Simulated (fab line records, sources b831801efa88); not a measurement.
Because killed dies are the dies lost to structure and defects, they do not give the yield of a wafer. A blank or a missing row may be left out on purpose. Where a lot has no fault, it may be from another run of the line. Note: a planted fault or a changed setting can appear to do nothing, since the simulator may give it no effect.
2 desks looking at one fault | flow sky130 | only its own numbers are on each desk; what lay behind them is given at the end

THE METROLOGY DESK
What the gauges read for every lot (on any tool): the sampled wafers with a number, averaged. Marked OUT: a lot whose mean sits more than 4 standard deviations from the usual mean, which makes it out of limits; the brackets give that distance.
Columns: A = RES_XHIGH_TW at SKY_RES_XHIGH_TW_MEAS_09, usual 1637; B = cd-nm at SKY_SD_N_CD_MEAS_07, usual 380.5 nm; C = SD_N_OVL at SKY_SD_N_OVL_MEAS_08, usual 1.5 nm
lot  | first seen here | A    | B     | C
L351 | day 27 18:58    | 1638 | 380.5 | 1.5
L354 | day 28 23:03    | 1641 | 378.4 | 0.7
L353 | day 29 02:50    | 1621 | 380.0 | 2.2
L363 | day 32 02:11    | 1646 | 376.0 | 3.2
L368 | day 33 21:36    | 1631 | 383.3 | 0.8
L370 | day 34 08:34    | 1637 | 385.3 | 1.1
This desk's finding: nothing out of limits on any of the 6 lots.

AT THE TOOL OWNER'S DESK: implanter-01
For each lot that ran on this tool, the mean over its sampled wafers that have a number, from the tool's own readings at SKY_SD_N_IMPLANT_10. Marked OUT: a lot whose mean sits more than 4 standard deviations from the usual mean, which makes it out of limits; the brackets give that distance.
Columns: A = beam-energy-keV at SKY_SD_N_IMPLANT_10, usual 20.000
lot  | first seen here | A
L354 | day 30 03:25    | 19.993
L353 | day 30 07:34    | 19.997
L368 | day 35 00:07    | 19.324 (-99 or more) OUT
L370 | day 35 10:43    | 19.319 (-99 or more) OUT
Finding of this desk: L368, L370 out of limits; the first was L368 at day 35 00:07, on beam-energy-keV at SKY_SD_N_IMPLANT_10. In limits: L354, L353.

ALL TOGETHER
The tool owner's desk could have raised an alarm at day 35 00:07, on L368, L370.
Metrology desk: nothing out of limits seen.
The metrology desk holds a record of L368, L370, inside its limits.
All the named lots went through SKY_SD_N_IMPLANT_10 on implanter-01.

WHAT THE SIMULATOR HAD INSERTED
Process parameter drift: implanter-01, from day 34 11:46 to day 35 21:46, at SKY_SD_N_IMPLANT_10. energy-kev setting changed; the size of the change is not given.
Struck lots among those shown: L368, L370.
How many hours passed from the start of the fault until each desk's first out-of-limits reading: the tool owner's desk, 12.
